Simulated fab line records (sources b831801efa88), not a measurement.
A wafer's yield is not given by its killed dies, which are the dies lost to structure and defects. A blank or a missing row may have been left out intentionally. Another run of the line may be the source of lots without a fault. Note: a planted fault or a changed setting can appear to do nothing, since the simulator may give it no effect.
The tool behind it: which one? || flow gf180mcu || 42 wafers from 14 lots sampled at 4 of the route's 602 steps

## WHAT THE GAUGES SHOWED, per wafer
GF_HV_LDD_THK_MEAS_55.
{"lot": "L560", "measured": "day 12 17:01", "on": "film metro-03", "HV_LDD_CVD_54_THK (nm)": "9.90 9.97 9.93"}
{"lot": "L561", "measured": "day 12 18:19", "on": "film metro-02", "HV_LDD_CVD_54_THK (nm)": "9.98 10.04 10.15"}
{"lot": "L562", "measured": "day 13 02:33", "on": "film metro-02", "HV_LDD_CVD_54_THK (nm)": "9.77 9.82 9.84"}
{"lot": "L563", "measured": "day 13 13:40", "on": "film metro-02", "HV_LDD_CVD_54_THK (nm)": "9.88 9.91 9.97"}
{"lot": "L564", "measured": "day 13 20:13", "on": "film metro-03", "HV_LDD_CVD_54_THK (nm)": "9.97 9.77 9.83"}
{"lot": "L567", "measured": "day 14 18:08", "on": "film metro-04", "HV_LDD_CVD_54_THK (nm)": "10.17 10.00 10.08"}
{"lot": "L572", "measured": "day 16 11:52", "on": "film metro-03", "HV_LDD_CVD_54_THK (nm)": "10.01 10.02 9.90"}
{"lot": "L573", "measured": "day 16 16:49", "on": "film metro-02", "HV_LDD_CVD_54_THK (nm)": "10.13 9.97 10.05"}
{"lot": "L574", "measured": "day 17 00:22", "on": "film metro-04", "HV_LDD_CVD_54_THK (nm)": "10.02 10.09 9.97"}
{"lot": "L575", "measured": "day 17 10:25", "on": "film metro-03", "HV_LDD_CVD_54_THK (nm)": "9.89 9.94 9.83"}
{"lot": "L576", "measured": "day 17 13:26", "on": "film metro-02", "HV_LDD_CVD_54_THK (nm)": "9.93 10.17 10.05"}
{"lot": "L578", "measured": "day 18 09:41", "on": "film metro-03", "HV_LDD_CVD_54_THK (nm)": "10.22 10.06 10.04"}
{"lot": "L581", "measured": "day 19 08:06", "on": "film metro-03", "HV_LDD_CVD_54_THK (nm)": "10.26 10.38 10.19"}
{"lot": "L583", "measured": "day 20 13:28", "on": "film metro-04", "HV_LDD_CVD_54_THK (nm)": "10.01 10.00 9.97"}

GF_NSD_TW_MEAS_12.
{"lot": "L560", "measured": "day 13 14:26", "on": "film metro-01", "NSD_TW": "4327 4363 4344"}
{"lot": "L561", "measured": "day 13 16:07", "on": "film metro-03", "NSD_TW": "4251 4281 4268"}
{"lot": "L562", "measured": "day 14 00:08", "on": "film metro-01", "NSD_TW": "4375 4349 4392"}
{"lot": "L563", "measured": "day 14 11:59", "on": "film metro-01", "NSD_TW": "4339 4356 4373"}
{"lot": "L564", "measured": "day 14 19:29", "on": "film metro-03", "NSD_TW": "4272 4283 4295"}
{"lot": "L567", "measured": "day 15 17:05", "on": "film metro-04", "NSD_TW": "4265 4266 4251"}
{"lot": "L572", "measured": "day 17 10:42", "on": "film metro-03", "NSD_TW": "4270 4265 4279"}
{"lot": "L573", "measured": "day 17 15:56", "on": "film metro-03", "NSD_TW": "4241 4272 4254"}
{"lot": "L574", "measured": "day 18 01:17", "on": "film metro-04", "NSD_TW": "4278 4259 4245"}
{"lot": "L575", "measured": "day 18 11:50", "on": "film metro-04", "NSD_TW": "4255 4244 4267"}
{"lot": "L576", "measured": "day 18 14:41", "on": "film metro-04", "NSD_TW": "4294 4271 4298"}
{"lot": "L578", "measured": "day 19 12:04", "on": "film metro-04", "NSD_TW": "4216 4217 4204"}
{"lot": "L581", "measured": "day 20 10:23", "on": "film metro-01", "NSD_TW": "4380 4378 4397"}
{"lot": "L583", "measured": "day 21 15:20", "on": "film metro-01", "NSD_TW": "4374 4404 4390"}

## WHAT TOOL EACH LOT RAN ON (gives the tool, then ch and the chambers of the sampled wafers, and finally the start)
{"lot": "L560", "GF_STI_WET_ETCH_28": "wet bench-01 ch 0, day 2 05:08", "GF_VT_IMPLANT_STRIP_09": "plasma asher-04 ch 0,1, day 5 15:58"}
{"lot": "L561", "GF_STI_WET_ETCH_28": "wet bench-01 ch 3, day 2 10:05", "GF_VT_IMPLANT_STRIP_09": "plasma asher-04 ch 0,1, day 5 22:31"}
{"lot": "L562", "GF_STI_WET_ETCH_28": "wet bench-02 ch 0, day 2 15:17", "GF_VT_IMPLANT_STRIP_09": "plasma asher-02 ch 0,1, day 6 03:50"}
{"lot": "L563", "GF_STI_WET_ETCH_28": "wet bench-01 ch 1, day 2 20:05", "GF_VT_IMPLANT_STRIP_09": "plasma asher-04 ch 0,1, day 6 09:56"}
{"lot": "L564", "GF_STI_WET_ETCH_28": "wet bench-01 ch 1, day 3 02:49", "GF_VT_IMPLANT_STRIP_09": "plasma asher-01 ch 0,1, day 6 15:10"}
{"lot": "L567", "GF_STI_WET_ETCH_28": "wet bench-02 ch 3, day 3 16:35", "GF_VT_IMPLANT_STRIP_09": "plasma asher-01 ch 0,1, day 7 09:38"}
{"lot": "L572", "GF_STI_WET_ETCH_28": "wet bench-01 ch 2, day 4 18:26", "GF_VT_IMPLANT_STRIP_09": "plasma asher-02 ch 0,1, day 8 17:01"}
{"lot": "L573", "GF_STI_WET_ETCH_28": "wet bench-02 ch 3, day 5 00:31", "GF_VT_IMPLANT_STRIP_09": "plasma asher-04 ch 0,1, day 8 22:08"}
{"lot": "L574", "GF_STI_WET_ETCH_28": "wet bench-01 ch 1, day 5 04:13", "GF_VT_IMPLANT_STRIP_09": "plasma asher-01 ch 0,1, day 9 04:53"}
{"lot": "L575", "GF_STI_WET_ETCH_28": "wet bench-01 ch 2, day 5 10:18", "GF_VT_IMPLANT_STRIP_09": "plasma asher-02 ch 0,1, day 9 11:28"}
{"lot": "L576", "GF_STI_WET_ETCH_28": "wet bench-04 ch 2, day 5 14:54", "GF_VT_IMPLANT_STRIP_09": "plasma asher-01 ch 0,1, day 9 15:10"}
{"lot": "L578", "GF_STI_WET_ETCH_28": "wet bench-04 ch 3, day 6 02:06", "GF_VT_IMPLANT_STRIP_09": "plasma asher-04 ch 0,1, day 10 04:34"}
{"lot": "L581", "GF_STI_WET_ETCH_28": "wet bench-02 ch 3, day 6 17:27", "GF_VT_IMPLANT_STRIP_09": "plasma asher-02 ch 0,1, day 10 23:40"}
{"lot": "L583", "GF_STI_WET_ETCH_28": "wet bench-04 ch 2, day 7 04:05", "GF_VT_IMPLANT_STRIP_09": "plasma asher-01 ch 0,1, day 11 13:28"}
- GF_STI_WET_ETCH_28: etches SiO2 in dHF, target depth 20 nm, time 40 s.
- GF_VT_IMPLANT_STRIP_09: strips in O2/N2.

## AS READ BY THE TOOLS THEMSELVES (means over the sampled wafers that have a number; for cases with no such wafer, the mark the record gives instead)
GF_STI_WET_ETCH_28.
{"lot": "L560", "tool": "wet bench-01", "run length s (s)": 73.4}
{"lot": "L561", "tool": "wet bench-01", "run length s (s)": 72.4}
{"lot": "L562", "tool": "wet bench-02", "run length s (s)": 65.2}
{"lot": "L563", "tool": "wet bench-01", "run length s (s)": 72.5}
{"lot": "L564", "tool": "wet bench-01", "run length s (s)": 65.9}
{"lot": "L567", "tool": "wet bench-02", "run length s (s)": 65.2}
{"lot": "L572", "tool": "wet bench-01", "run length s (s)": 51.6}
{"lot": "L573", "tool": "wet bench-02", "run length s (s)": 66.0}
{"lot": "L574", "tool": "wet bench-01", "run length s (s)": 44.9}
{"lot": "L575", "tool": "wet bench-01", "run length s (s)": 45.4}
{"lot": "L576", "tool": "wet bench-04", "run length s (s)": 66.5}
{"lot": "L578", "tool": "wet bench-04", "run length s (s)": 67.1}
{"lot": "L581", "tool": "wet bench-02", "run length s (s)": 71.4}
{"lot": "L583", "tool": "wet bench-04", "run length s (s)": 66.2}

GF_VT_IMPLANT_STRIP_09.
{"lot": "L560", "tool": "plasma asher-04", "drypump motor current A (A)": 5.2, "heater power w (W)": 285, "oes product au (a.u.)": 0.715, "strip time to endpoint s (s)": 12.62}
{"lot": "L561", "tool": "plasma asher-04", "drypump motor current A (A)": 5.2, "heater power w (W)": 291, "oes product au (a.u.)": 0.716, "strip time to endpoint s (s)": 12.68}
{"lot": "L562", "tool": "plasma asher-02", "drypump motor current A (A)": 6.1, "heater power w (W)": 337, "oes product au (a.u.)": 0.715, "strip time to endpoint s (s)": 12.61}
{"lot": "L563", "tool": "plasma asher-04", "drypump motor current A (A)": 5.7, "heater power w (W)": 287, "oes product au (a.u.)": 0.718, "strip time to endpoint s (s)": 12.65}
{"lot": "L564", "tool": "plasma asher-01", "drypump motor current A (A)": 5.6, "heater power w (W)": 340, "oes product au (a.u.)": 0.712, "strip time to endpoint s (s)": 12.66}
{"lot": "L567", "tool": "plasma asher-01", "drypump motor current A (A)": 5.6, "heater power w (W)": 342, "oes product au (a.u.)": 0.714, "strip time to endpoint s (s)": 12.65}
{"lot": "L572", "tool": "plasma asher-02", "drypump motor current A (A)": 5.7, "heater power w (W)": 323, "oes product au (a.u.)": 0.717, "strip time to endpoint s (s)": 12.63}
{"lot": "L573", "tool": "plasma asher-04", "drypump motor current A (A)": 5.7, "heater power w (W)": 288, "oes product au (a.u.)": 0.720, "strip time to endpoint s (s)": 12.61}
{"lot": "L574", "tool": "plasma asher-01", "drypump motor current A (A)": 5.7, "heater power w (W)": 331, "oes product au (a.u.)": 0.718, "strip time to endpoint s (s)": 12.62}
{"lot": "L575", "tool": "plasma asher-02", "drypump motor current A (A)": 5.7, "heater power w (W)": 327, "oes product au (a.u.)": 0.716, "strip time to endpoint s (s)": 12.66}
{"lot": "L576", "tool": "plasma asher-01", "drypump motor current A (A)": 5.7, "heater power w (W)": 327, "oes product au (a.u.)": 0.711, "strip time to endpoint s (s)": 12.59}
{"lot": "L578", "tool": "plasma asher-04", "drypump motor current A (A)": 5.7, "heater power w (W)": 287, "oes product au (a.u.)": 0.718, "strip time to endpoint s (s)": 12.63}
{"lot": "L581", "tool": "plasma asher-02", "drypump motor current A (A)": 5.7, "heater power w (W)": 325, "oes product au (a.u.)": 0.714, "strip time to endpoint s (s)": 12.69}
{"lot": "L583", "tool": "plasma asher-01", "drypump motor current A (A)": 5.7, "heater power w (W)": 331, "oes product au (a.u.)": 0.717, "strip time to endpoint s (s)": 12.67}

## THE ANSWER, worked out from the rows above alone
Rule: usual is defined by the lots themselves. Put in order of their means at a reading, lots are off if they are a third of the lots or fewer, leave a main group of 4 or more, and stand apart from it by a gap of 3 or more times the standard deviation of the main group's means; of several such gaps the widest counts. The tables above print the reading to a certain number of digits; a main group whose means all agree to those digits is not used. Also off: a lot with no number at a reading for which 4 or more lots have one. Any other lot the step has rows for is counted as sound. The gauges are gone through in route order, then the tools' own readings, and for those a lot's mean is taken as printed above. The first step at which some lot is off is used, and at that step the reading that is off furthest; a lot without a number counts as furthest.
Off at GF_STI_WET_ETCH_28 (run length s): L572, L574, L575. Main group: mean 68.3 s, sd 3.2.
If a tool, at that step or one of the process steps before it, ran each lot that is off and ran no sound lot following the first of them, it fits. One fits: wet bench-01 at GF_STI_WET_ETCH_28. Its last sound lot is L564 (day 3 02:49), its first lot that is off L572 (day 4 18:26): a fault that began between those two fits.
On the lots that are off, the tool's own readings at GF_STI_WET_ETCH_28 differ by more than 5 times the standard deviation of the sound lots' means, which bears it out; run length s reads 47.3 s there versus 68.3 s on the sound lots.

## WHAT THE SIMULATOR HAD PUT IN
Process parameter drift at GF_STI_WET_ETCH_28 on wet bench-01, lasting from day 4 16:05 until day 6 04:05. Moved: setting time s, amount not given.
Struck lots among those shown: L572, L574, L575. The same result came from the rule above.
